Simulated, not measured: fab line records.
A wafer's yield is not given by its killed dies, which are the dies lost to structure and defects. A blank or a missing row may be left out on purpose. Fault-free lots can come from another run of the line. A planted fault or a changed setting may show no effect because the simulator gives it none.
Which tool is to blame? + flow sky130 + 6 lots with 18 wafers sampled at 2 steps, on a route of 708 steps

## WHAT THE GAUGES READ, wafer by wafer
SKY_NWELL_RS_MEAS_29: measurement is done with a four-point probe.
| lot  | measured     | on            | NWELL_RS (ohm/sq) |
|------|--------------|---------------|-------------------|
| L341 | day 5 14:56  | film metro-04 | 627.2 624.2 625.0 |
| L343 | day 6 03:16  | film metro-02 | 593.9 594.5 594.9 |
| L349 | day 7 19:29  | film metro-02 | 627.2 626.2 626.8 |
| L354 | day 9 03:52  | film metro-04 | 593.5 594.9 594.9 |
| L359 | day 10 11:32 | film metro-01 | 625.9 625.9 625.0 |
| L361 | day 11 05:24 | film metro-04 | 625.6 626.2 625.1 |

## EACH LOT AND THE TOOL THAT RAN IT (in order: tool; ch and the chambers of the sampled wafers; start)
| lot  | SKY_NWELL_IMPLANT_12            |
|------|---------------------------------|
| L341 | implanter-01 ch 0, day 4 21:08  |
| L343 | implanter-02 ch 0, day 5 08:07  |
| L349 | implanter-01 ch 0, day 6 22:58  |
| L354 | implanter-02 ch 0, day 8 06:25  |
| L359 | implanter-02 ch 0, day 9 12:24  |
| L361 | implanter-02 ch 0, day 10 04:35 |
- SKY_NWELL_IMPLANT_12

## THE ANSWER, worked out from the rows above alone
Rule: usual is defined by the lots themselves. The widest of any qualifying gaps counts: lots, ordered by their means at a reading, are off when they make up no more than a third of the lots, leave a main group of 4 or more, and stand apart from it by 3 or more times the standard deviation of that group's means. If all means in a main group match to the digits the tables above print for the reading, that group is not used. A lot without any number at a reading at which 4 lots or more have one is off too. Any other lot the step has rows for is counted as sound.
Off: at SKY_NWELL_RS_MEAS_29 (NWELL_RS), L343, L354. Mean 625.9 ohm/sq and standard deviation 0.51 in the main group.
A tool fits if, at a process step before that reading, it ran every lot that is off, and no sound lot after the first of them. Those tools and the gauges at SKY_NWELL_RS_MEAS_29 are tried in the same way. Not one of the candidates tried fits.

## WHAT THE SIMULATOR HAD INSERTED
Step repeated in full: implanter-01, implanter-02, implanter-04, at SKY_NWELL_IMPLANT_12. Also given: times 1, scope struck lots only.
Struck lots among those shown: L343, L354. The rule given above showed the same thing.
